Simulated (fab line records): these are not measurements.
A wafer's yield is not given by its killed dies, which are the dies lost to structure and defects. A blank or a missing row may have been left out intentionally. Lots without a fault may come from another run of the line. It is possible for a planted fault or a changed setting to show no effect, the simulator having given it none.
Which of the tools did it? / flow sky130 / 33 wafers sampled from 11 lots at 1 step of a route of 708

## WHAT THE GAUGES SHOWED, per wafer
SKY_FIELD_ISO_CD_MEAS_13: the cd target is 150 nm.
lot=L216; measured=day 2 11:20; on=cdSem-02; cdNm (nm)=148.1 147.4 147.8
lot=L218; measured=day 2 13:26; on=cdSem-02; cdNm (nm)=146.8 148.9 149.3
lot=L219; measured=day 2 14:35; on=cdSem-02; cdNm (nm)=152.8 152.3 153.0
lot=L220; measured=day 2 20:57; on=cdSem-02; cdNm (nm)=151.1 151.4 151.0
lot=L221; measured=day 3 06:58; on=cdSem-02; cdNm (nm)=148.6 149.2 147.9
lot=L222; measured=day 3 13:26; on=cdSem-02; cdNm (nm)=148.1 148.0 149.2
lot=L223; measured=day 3 17:21; on=cdSem-01; cdNm (nm)=149.2 149.6 149.8
lot=L224; measured=day 3 22:37; on=cdSem-02; cdNm (nm)=148.0 148.1 147.5
lot=L236; measured=day 6 12:34; on=cdSem-01; cdNm (nm)=149.3 148.2 148.3
lot=L238; measured=day 7 00:40; on=cdSem-02; cdNm (nm)=151.3 152.3 151.4
lot=L239; measured=day 7 06:04; on=cdSem-01; cdNm (nm)=149.9 149.1 149.6

## TOOL THAT RAN EACH LOT (tool first, then ch and the chambers of the sampled wafers, then the start)
The record holds no process step before these readings.

## THE ANSWER, worked out from the rows above alone
Rule: what is usual is taken from the lots themselves. The widest of any qualifying gaps counts: lots, ordered by their means at a reading, are off when they make up no more than a third of the lots, leave a main group of 4 or more, and stand apart from it by 3 or more times the standard deviation of that group's means. A main group whose means are all the same, to the digits that the tables above print for the reading, isn't used. Also off: a lot with no number at a reading for which 4 or more lots have one. The other lots that the step has rows for count as sound.
None of the lots is off at any reading shown; this tells nothing.

## WHAT THE SIMULATOR HAD PUT IN
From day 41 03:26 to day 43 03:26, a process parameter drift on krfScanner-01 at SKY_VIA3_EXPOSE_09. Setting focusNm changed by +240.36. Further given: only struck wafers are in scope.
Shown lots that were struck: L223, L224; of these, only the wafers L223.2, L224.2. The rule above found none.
